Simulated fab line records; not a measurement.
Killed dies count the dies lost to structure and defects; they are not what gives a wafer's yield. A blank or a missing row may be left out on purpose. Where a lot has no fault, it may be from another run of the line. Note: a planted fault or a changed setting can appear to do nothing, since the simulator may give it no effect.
A struck lot beside a sound one + flow sky130 + 15 steps out of a route of 708
Sound: wafers L172.2, L172.3, L172.5. Struck: wafers L171.3, L171.5 (left out: L171.1, a lot-mate that was not struck); the cause follows at the end.
Per side, at each step with rows, come the tool, then ch with its chambers, and then its first start. Under that, the readings that differ: sound wafers + struck wafers + difference of the means + sigmas: that difference in standard deviations of wafers without a fault.
alike: words and numbers the same on both sides, and readings whose means are apart by under 2 such deviations; not compared: readings that were withheld, readings missing a value for some wafer, numbers with overlapping values and no deviation given by the record, and bounds like >300 which may hide the same value.
The two part at a step that has a row with sigmas, a row that says differs or no value, or rows on one side only. Numbers that don't overlap but have no deviation are shown without sigmas and don't part them. Lack of a reading on every wafer of one side parts them only where that side has two or more wafers.

first, 1 step without rows for these wafers: SKY_METAL5_CLEAN_19 (cleans in O3/DIW).
SKY_PASSIVATION_CVD_00: deposits SiO2, target thk 90 nm.
  sound on pecvd-04 ch 0,1,2, day 49 12:05; struck on pecvd-01 ch 1,2, day 48 22:38
  alike: heater power w
SKY_PASSIVATION_THK_MEAS_01:
  sound on film metro-03 at day 49 12:07; struck on film metro-02 at day 48 22:39
  alike: PASSIVATION_CVD_00_THK
SKY_PASSIVATION_CVD_02: deposits Si3N4, target thk 540 nm.
  sound on pecvd-01 ch 0,1, day 49 12:10; struck on pecvd-03 ch 1,2, day 48 22:43
  alike: heater power w
SKY_PASSIVATION_THK_MEAS_03:
  sound on film metro-02 at day 49 12:31; struck on film metro-01 at day 48 22:56
  alike: PASSIVATION_CVD_02_THK
then, 7 steps without rows for these wafers: SKY_PASSIVATION_DEHYDRATE_04 (time 60 s); SKY_PASSIVATION_HMDS_05 (prime time 60 s); SKY_PASSIVATION_COAT_06 (resist thk 3000 nm); SKY_PASSIVATION_SOFTBAKE_07; SKY_PASSIVATION_EXPOSE_08 (exposes mask NSM, target cd 3000 nm); SKY_PASSIVATION_PEB_09; SKY_PASSIVATION_DEVELOP_10 (develop time 60 s).
SKY_PASSIVATION_ETCH_11: etches the open film in CF4/O2, stops on AlCu, target depth 725 nm, time 161.1 s.
  sound on rie diel-01 ch 0,2,3, day 50 04:55; struck on rie diel-04 ch 1,3, day 49 15:55
| reading                                       | sound             | struck      | difference | sigmas |
|-----------------------------------------------|-------------------|-------------|------------|--------|
| oes product au (a.u.)                         | 0.966 0.966 0.987 | 0.842 0.838 | -0.133     | -17    |
| throttle valve pct (%)                        | 5.974 5.952 5.967 | 5.925 5.930 | -0.037     | -4     |
| model.etch.depth nm (nm)                      | 695.5 698.8 709.9 | 543.3 536.4 | -161.6     |        |
| model.PASSIVATION.feature depth nm (nm)       | 695.5 698.8 709.9 | 543.3 536.4 | -161.6     |        |
| model.coat_of_PASSIVATION_COAT_06.thk nm (nm) | 2518 2507 2517    | 2637 2639   | +124       |        |
  alike: drypump motor current A
  not compared: rf hours counter h
SKY_PASSIVATION_STRIP_12: strips in O2/N2.
  sound on plasma asher-02 ch 0,1, day 50 05:01; struck on plasma asher-02 ch 1, day 49 16:01
| reading                      | sound             | struck      | difference | sigmas |
|------------------------------|-------------------|-------------|------------|--------|
| strip time to endpoint s (s) | 31.54 31.42 31.54 | 32.91 32.93 | +1.42      | +11    |
  alike: drypump motor current A, oes product au
  not compared: rf hours counter h
then, 1 step without rows for these wafers: SKY_PAD_OPEN_DEHYDRATE_00 (time 60 s).

WHERE THEY PART
First at SKY_PASSIVATION_ETCH_11; last, within this record, at SKY_PASSIVATION_STRIP_12.

WHY: whatever the simulator had introduced
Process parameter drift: rie diel-04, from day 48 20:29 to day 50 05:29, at SKY_PASSIVATION_ETCH_11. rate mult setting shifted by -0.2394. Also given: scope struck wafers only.
